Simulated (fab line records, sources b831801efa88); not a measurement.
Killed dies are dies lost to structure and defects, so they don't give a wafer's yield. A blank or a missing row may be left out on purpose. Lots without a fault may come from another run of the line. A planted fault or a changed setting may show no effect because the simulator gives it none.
Chamber matching | flow sfq_line | SFQ_TRILAYER_I6_DEP_PECVD_165 on pecvd-01: 3 sister chambers
The step deposits SiO2 from SiH4/N2O, time 111.11 s, target thk 500 nm. 3 wafers are shown with their chamber, then 7 later ones without.

WAFERS WITH THEIR CHAMBER
wafer  | chamber | throttle_valve_pct (%)
L870.4 | 2       | 25.2
L872.2 | 0       | 28.6
L872.4 | 1       | 23.7

WAFERS WITHOUT THEIR CHAMBER
wafer  | throttle_valve_pct (%)
L872.5 | 28.4
L873.4 | 28.4
L873.5 | 25.2
L873.6 | 23.6
L878.1 | 24.4
L878.5 | 22.5
L878.6 | 24.7

WHICH CHAMBER EACH WENT THROUGH
wafer  | from the rows above     | in truth
L872.5 | 0                       | 0
L873.4 | 0                       | 0
L873.5 | 2                       | 2
L873.6 | 1                       | 1
L878.1 | can't be placed: 1 or 2 | 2
L878.5 | 1                       | 1
L878.6 | can't be placed: 2 or 1 | 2
Placed correctly: 5 of 7. Can't be placed from these rows: 2 (the true chamber is among the candidates in 2). Placed wrongly: 0.
How it was worked out, from the rows above alone: a wafer's distance from a chamber is the root of the sum, over the readings, of the square of ((its reading less the chamber's mean) divided by the reading's scatter). The wafer belongs to the nearest chamber; if the next one is less than 2 further off, it can't be placed. A chamber's mean is the mean of its shown wafers. The scatter: with one shown wafer a chamber, the root of the mean of the squares of how far each hidden wafer lies from its nearest shown one.
